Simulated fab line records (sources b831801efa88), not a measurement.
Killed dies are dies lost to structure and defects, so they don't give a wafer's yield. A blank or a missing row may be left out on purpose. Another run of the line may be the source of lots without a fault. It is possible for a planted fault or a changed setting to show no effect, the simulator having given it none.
Problem report, 8D (eight disciplines) form, completed by code | flow sfqLine | the parts of the form that need people (team, actions taken, sign-off) are left out

## 1. THE PROBLEM
I2_OVL at SFQ_I2_OVL_MEAS_918 reads a mean of 69 nm on 12 wafers of 4 lots; wafers without a fault read 1 nm with a standard deviation of 4.9. That is +14 standard deviations from the usual mean.
First seen on wafer L251.1, day 39 01:04, on overlay-01. Wafers with a number at this step in the record: 30, from 10 lots. The rule behind "out" and "out of limits": a value lying over 4 standard deviations away from the usual mean. Any other wafer with a number is counted as sound.

## 2. WHAT IT IS; WHAT IT IS NOT
question                    | is                     | is not
which readings at this step | I2_OVL                 | -
which lots                  | L251, L252, L253, L254 | L250, L259, L260, L262, L263, L264
which wafers of those lots  | all that have a number | -
read on which gauges        | overlay-01, overlay-02 | -
when                        | from day 39 01:04      | up to then (3 sound wafers); but 15 sound wafers of L259, L260, L262, L263, L264 came after

## 3. THE SUSPECTS, EACH WITH WHAT RULES IT OUT
Counting: a tool stays on the suspect list if, at a process step up to the reading, it processed all lots that are out and no sound lot following the first of them.
- ruled out: the gauge at SFQ_I2_OVL_MEAS_918. Those wafers that are out were read across 2 gauges (overlay-01, overlay-02).
- krfScanner-01 at SFQ_TRILAYER_I2_VIA_LITHO_EXPOSE_068 (exposes mask I2, target cd 500 nm): kept. It processed each lot that is out, first L251 at day 38 23:34, and no sound lot thereafter; up to then, the last sound lot it processed was L250 at day 36 08:57.
The count leaves krfScanner-01 at SFQ_TRILAYER_I2_VIA_LITHO_EXPOSE_068.

## 4. THE CAUSE (what the simulator had put in)
Scanner matching overlay: krfScanner-01, from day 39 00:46 on, at SFQ_TRILAYER_I2_VIA_LITHO_EXPOSE_068. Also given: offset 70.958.
This tool alone remained once counting was done.

## 5. SEQUENCE OF EFFECTS, ordered by route
One row per reading whose mean, taken over the struck wafers that have a number, lies over 3 standard deviations from the usual. Scope: only readings with a usual standard deviation given in the record; hours: median across lots of the time from each lot's start at the first step in this table that gives one to its start at this step; sigmas: change in usual standard deviations.
hours | step                | reading | usual | on struck wafers | change | sigmas
0     | SFQ_I2_OVL_MEAS_918 | I2_OVL  | 1 nm  | 69               | +68    | +14

## 6. WHAT WOULD HAVE CAUGHT IT SOONER
0 hours passed between the start of the fault at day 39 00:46 and the first reading out of limits at a measuring or inspecting step in this record, taken at day 39 01:04.
Lots out: 4; of these, L252, L253, L254 started SFQ_TRILAYER_I2_VIA_LITHO_EXPOSE_068 on krfScanner-01 after day 39 01:04. A hold on the tool at that time would have spared those 3.
